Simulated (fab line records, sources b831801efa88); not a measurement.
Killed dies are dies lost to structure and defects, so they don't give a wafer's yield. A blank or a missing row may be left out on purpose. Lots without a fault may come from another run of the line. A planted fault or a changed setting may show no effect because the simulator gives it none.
Which tool did it? | flow sfq_line | 15 lots, 45 wafers sampled, at 1 step of a route of 325

WHAT THE GAUGES READ, wafer by wafer
The record holds no reading of a measuring or inspecting step that can be judged against a usual standard deviation.

WHICH TOOL RAN EACH LOT (tool, then ch and the chambers of the sampled wafers, then the start)
lot  | SFQ_TRILAYER_I2_VIA_LITHO_EXPOSE_068
L988 | krf_scanner-02 ch 0, day 39 13:16
L989 | krf_scanner-02 ch 0, day 39 16:16
L991 | krf_scanner-02 ch 0, day 39 18:28
L993 | krf_scanner-02 ch 0, day 40 04:04
L995 | krf_scanner-02 ch 0, day 40 12:16
L996 | krf_scanner-02 ch 0, day 42 01:15
L997 | krf_scanner-02 ch 0, day 42 02:39
L998 | krf_scanner-02 ch 0, day 42 07:39
L999 | krf_scanner-02 ch 0, day 43 00:03
L100 | krf_scanner-02, day 43 02:27
L101 | krf_scanner-02, day 43 21:51
L102 | krf_scanner-02, day 44 02:51
L104 | krf_scanner-02 ch 0, day 44 13:15
L108 | krf_scanner-02 ch 0, day 46 15:29
L109 | krf_scanner-02 ch 0, day 46 22:53
- SFQ_TRILAYER_I2_VIA_LITHO_EXPOSE_068: exposes mask I2, target cd 500 nm.

WHAT THE TOOLS THEMSELVES READ (means of the sampled wafers that have a number; where no wafer has one, the mark that the record gives instead)
SFQ_TRILAYER_I2_VIA_LITHO_EXPOSE_068.
lot  | tool           | exposure_dose_mJ_cm2 | focus_offset_nm (nm)
L988 | krf_scanner-02 | 21.306               | -0.2
L989 | krf_scanner-02 | 21.288               | 0.3
L991 | krf_scanner-02 | 21.302               | -0.5
L993 | krf_scanner-02 | 21.283               | -0.3
L995 | krf_scanner-02 | 21.328               | -0.3
L996 | krf_scanner-02 | 21.307               | -0.0
L997 | krf_scanner-02 | 21.298               | 0.0
L998 | krf_scanner-02 | 21.306               | -0.9
L999 | krf_scanner-02 | 21.285               | -0.1
L100 | krf_scanner-02 | -                    | -
L101 | krf_scanner-02 | -                    | -
L102 | krf_scanner-02 | -                    | -
L104 | krf_scanner-02 | 21.272               | 0.1
L108 | krf_scanner-02 | 21.270               | -0.5
L109 | krf_scanner-02 | 21.298               | -0.4

THE ANSWER, worked out from the rows above alone
Rule: what is usual is taken from the lots themselves. Put in order of their means at a reading, lots are off if they are a third of the lots or fewer, leave a main group of 4 or more, and stand apart from it by a gap of 3 or more times the standard deviation of the main group's means; of several such gaps the widest counts. A main group whose means are all the same, to the digits that the tables above print for the reading, isn't used. A lot without any number at a reading at which 4 lots or more have one is off too. The other lots that the step has rows for count as sound. The gauges are gone through in route order, then the tools' own readings, and for those a lot's mean is taken as printed above. The first step at which some lot is off is used, and at that step the reading that is off furthest; a lot without a number counts as furthest.
Off: L100, L101, L102, at SFQ_TRILAYER_I2_VIA_LITHO_EXPOSE_068 (exposure_dose_mJ_cm2). Without a number there: L100, L101, L102. The main group: mean 21.295, standard deviation 0.016.
A tool fits if, at that step or a process step before it, it ran every lot that is off, and no sound lot after the first of them. None of those tried fits.

WHAT THE SIMULATOR HAD PUT IN
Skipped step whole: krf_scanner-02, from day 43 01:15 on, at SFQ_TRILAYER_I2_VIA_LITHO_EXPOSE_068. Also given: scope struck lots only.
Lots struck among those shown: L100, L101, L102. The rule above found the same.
